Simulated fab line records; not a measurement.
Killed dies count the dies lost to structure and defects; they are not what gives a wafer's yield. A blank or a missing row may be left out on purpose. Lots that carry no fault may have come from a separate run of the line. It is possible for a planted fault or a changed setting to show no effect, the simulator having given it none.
What tool caused it? + flow sfq-line + 15 lots (45 wafers sampled), 1 step of a 325-step route

WHAT THE GAUGES READ, wafer by wafer
Not one reading of a measure or inspect step in the record can be checked against a usual standard deviation.

TOOL THAT RAN EACH LOT (tool first, then ch and the chambers of the sampled wafers, then the start)
| lot  | SFQ_TRILAYER_M0_BARC_OPEN_METAL_ETCH_031 |
|------|------------------------------------------|
| L326 | rie-metal-02 ch 0,1, day 5 17:56         |
| L327 | rie-metal-02 ch 0,1, day 6 00:02         |
| L328 | rie-metal-01 ch 0,1, day 6 09:38         |
| L329 | rie-metal-02 ch 0,1, day 6 12:02         |
| L330 | rie-metal-02 ch 0,1, day 6 19:16         |
| L331 | rie-metal-04 ch 0,1, day 7 02:20         |
| L332 | rie-metal-02 ch 0,1, day 7 11:56         |
| L333 | rie-metal-01 ch 0,1, day 7 14:21         |
| L334 | rie-metal-04 ch 0,1, day 8 02:13         |
| L335 | rie-metal-04 ch 0,1, day 8 07:01         |
| L336 | rie-metal-02 ch 0,1, day 8 18:58         |
| L337 | rie-metal-02 ch 0, day 8 21:22           |
| L338 | rie-metal-02 ch 0,1, day 8 23:46         |
| L339 | rie-metal-04 ch 0,1, day 9 06:31         |
| L340 | rie-metal-02 ch 0,1, day 9 13:43         |
- SFQ_TRILAYER_M0_BARC_OPEN_METAL_ETCH_031: etches BARC in O2, target depth 125 nm, time 41.7 s.

WHAT THE TOOLS THEMSELVES READ (means of the sampled wafers that have a number; where no wafer has one, the mark that the record gives instead)
SFQ_TRILAYER_M0_BARC_OPEN_METAL_ETCH_031.
| lot  | tool         | bias-w (W) | chamber-pressure-mTorr (mTorr) | drypump-motor-current-A (A) | oes-product-au (a.u.) | run-length-s (s) |
|------|--------------|------------|--------------------------------|-----------------------------|-----------------------|------------------|
| L326 | rie-metal-02 | 79.85      | 10.004                         | 5.41                        | 0.682                 | 70.2             |
| L327 | rie-metal-02 | 79.70      | 10.003                         | 5.42                        | 0.684                 | 70.0             |
| L328 | rie-metal-01 | 80.37      | 10.000                         | 5.51                        | 0.684                 | 70.0             |
| L329 | rie-metal-02 | 80.36      | 9.994                          | 5.40                        | 0.690                 | 70.0             |
| L330 | rie-metal-02 | 79.87      | 9.994                          | 5.42                        | 0.687                 | 70.5             |
| L331 | rie-metal-04 | 79.91      | 10.003                         | 5.57                        | 0.686                 | 70.0             |
| L332 | rie-metal-02 | 80.09      | 10.000                         | 5.43                        | 0.685                 | 70.1             |
| L333 | rie-metal-01 | 79.96      | 10.001                         | 5.49                        | 0.687                 | 70.2             |
| L334 | rie-metal-04 | 79.83      | 10.003                         | 5.57                        | 0.682                 | 69.9             |
| L335 | rie-metal-04 | 79.93      | 9.995                          | 5.58                        | 0.688                 | 69.8             |
| L336 | rie-metal-02 | 79.79      | 9.999                          | 5.62                        | 0.681                 | 69.6             |
| L337 | rie-metal-02 | 79.88      | 10.003                         | 5.22                        | 0.817                 | 61.0             |
| L338 | rie-metal-02 | 79.99      | 10.000                         | 5.62                        | 0.818                 | 60.3             |
| L339 | rie-metal-04 | 80.11      | 9.989                          | 5.58                        | 0.814                 | 60.2             |
| L340 | rie-metal-02 | 79.85      | 9.994                          | 5.63                        | 0.816                 | 60.4             |

THE ANSWER, worked out from the rows above alone
Rule: usual is defined by the lots themselves. Put in order of their means at a reading, lots are off if they are a third of the lots or fewer, leave a main group of 4 or more, and stand apart from it by a gap of 3 or more times the standard deviation of the main group's means; of several such gaps the widest counts. If all means in a main group match to the digits the tables above print for the reading, that group is not used. A lot without any number at a reading at which 4 lots or more have one is off too. The other lots that the step has rows for count as sound. The gauges are gone through in route order, then the tools' own readings, and for those a lot's mean is taken as printed above. The first step at which some lot is off is used, and at that step the reading that is off furthest; a lot without a number counts as furthest.
Off at SFQ_TRILAYER_M0_BARC_OPEN_METAL_ETCH_031 (oes-product-au): L337, L338, L339, L340. Main group: mean 0.685 a.u., sd 0.0027.
If a tool, at that step or one of the process steps before it, ran each lot that is off and ran no sound lot following the first of them, it fits. No candidate that was tried fits.

WHAT HAD BEEN PUT IN BY THE SIMULATOR
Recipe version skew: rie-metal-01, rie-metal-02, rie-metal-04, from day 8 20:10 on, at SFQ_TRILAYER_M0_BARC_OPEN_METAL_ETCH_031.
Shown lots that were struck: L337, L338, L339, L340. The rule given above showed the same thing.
